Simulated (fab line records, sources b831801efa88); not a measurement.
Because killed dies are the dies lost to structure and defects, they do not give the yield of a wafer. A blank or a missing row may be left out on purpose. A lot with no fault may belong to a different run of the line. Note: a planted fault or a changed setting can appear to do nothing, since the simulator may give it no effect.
A lot that was struck, set against a sound lot    flow sky130    14 out of 708 route steps
Sound: the wafers L312.1, L312.3, L312.4. The struck wafers were L310.2, L310.4, L310.6. The cause is named last.
Per side, at each step with rows, come the tool, then ch with its chambers, and then its first start. Under that, the readings that differ: sound wafers    struck wafers    difference of the means    sigmas: that difference in standard deviations of wafers without a fault.
alike: readings with means less than 2 such deviations apart, plus words and numbers identical on both sides. not compared: withheld readings, readings lacking a value on some wafer, bounds such as >300 that could conceal the same value, and numbers that have no deviation in the record and whose values overlap.
A row with sigmas, a row that says differs or no value, or rows on one side alone: a step with any of these is where the two part. When numbers do not overlap yet have no deviation, they are printed without sigmas and do not part them. Lack of a reading on every wafer of one side parts them only where that side has two or more wafers.

SKY_LOCAL_INTERCONNECT_CD_MEAS_11: target cd 170 nm.
  sound on cd sem-01 at day 34 16:51; struck on cd sem-02 at day 33 15:35
  alike: cd nm
SKY_LOCAL_INTERCONNECT_OVL_MEAS_12:
  sound on overlay-01 at day 34 16:58; struck on overlay-01 at day 33 15:41
  alike: LOCAL_INTERCONNECT_OVL
SKY_LOCAL_INTERCONNECT_ETCH_13: etches BARC in N2/H2, stops on SiO2, time 45.9 s, target depth 60 nm.
  sound on rie metal-01 ch 0, day 34 17:01; struck on rie metal-02 ch 0,1, day 33 15:43
  alike: drypump motor current A, oes product au, rf fwd power W, throttle valve pct
  not compared: rf hours counter h
SKY_LOCAL_INTERCONNECT_METAL_ETCH_14: etches TiN in Cl2/BCl3, stops on PSG, target depth 110 nm, time 31.4 s.
  sound on rie metal-01 ch 0, day 34 17:08; struck on rie metal-02 ch 0,1, day 33 15:47
  alike: drypump motor current A, mfc cl2 sccm, oes product au, rf fwd power W, throttle valve pct
  not compared: rf hours counter h
SKY_LOCAL_INTERCONNECT_STRIP_15: strips in O2/N2.
  sound on plasma asher-03 ch 0,1, day 34 17:14; struck on plasma asher-02 ch 0,1, day 33 15:50
reading                       sound              struck             difference  sigmas
strip time to endpoint s (s)  4.665 4.695 4.691  4.741 4.732 4.751  +0.058      +3
  alike: drypump motor current A, oes product au
  not compared: rf hours counter h
then, 3 steps without rows for these wafers: SKY_LOCAL_INTERCONNECT_STRIP_16 (strips in post etch residue remover, time 1200 s); SKY_LOCAL_INTERCONNECT_CLEAN_17 (cleans in IPA, time 180 s); SKY_LOCAL_INTERCONNECT_CLEAN_18 (cleans in O3/DIW).
SKY_CONTACT_CVD_00: deposits Si3N4, target thk 75 nm.
  sound on pecvd-03 ch 0,2, day 34 17:50; struck on pecvd-03 ch 0,1,2, day 33 16:26
  alike: heater power w, rf fwd power W
SKY_CONTACT_THK_MEAS_01:
  sound on film metro-03 at day 34 17:52; struck on film metro-03 at day 33 16:28
  alike: CONTACT_CVD_00_THK
then, 1 step without rows for these wafers: SKY_CONTACT_HDPCVD_02 (deposits SiO2, target thk 565 nm, time 94.2 s).
SKY_CONTACT_THK_MEAS_03:
  sound on film metro-02 at day 34 18:00; struck on film metro-03 at day 33 16:36
  alike: CONTACT_HDPCVD_THK
SKY_CONTACT_CMP_04: polishes SiO2.
  sound on cmp-02 ch 0,1,3, day 34 18:04; struck on cmp-02 ch 0,2,3, day 33 16:58
  no value came back on the struck wafers for edge zone pressure frac, head pressure psi (psi), motor current A (A), time to endpoint s (s); on the sound wafers edge zone pressure frac reads 1.001 0.992 0.992
reading                                      sound            struck             difference  sigmas
model.SiO2_of_CONTACT_HDPCVD_02.thk nm (nm)  340.2 341.2 340  553.7 568.3 562.9  +221.2      
SKY_CONTACT_BOW_MEAS_05:
  sound on film metro-03 at day 34 18:22; struck on film metro-03 at day 33 17:31
reading           sound     struck  difference                     sigmas
CONTACT_BOW (um)  75 83 84  - - -   no value on the struck wafers  
  not compared: hold

== WHERE THEY PART ==
At SKY_LOCAL_INTERCONNECT_STRIP_15 first; at SKY_CONTACT_BOW_MEAS_05 last (within this record only).

WHY: the cause the simulator had injected
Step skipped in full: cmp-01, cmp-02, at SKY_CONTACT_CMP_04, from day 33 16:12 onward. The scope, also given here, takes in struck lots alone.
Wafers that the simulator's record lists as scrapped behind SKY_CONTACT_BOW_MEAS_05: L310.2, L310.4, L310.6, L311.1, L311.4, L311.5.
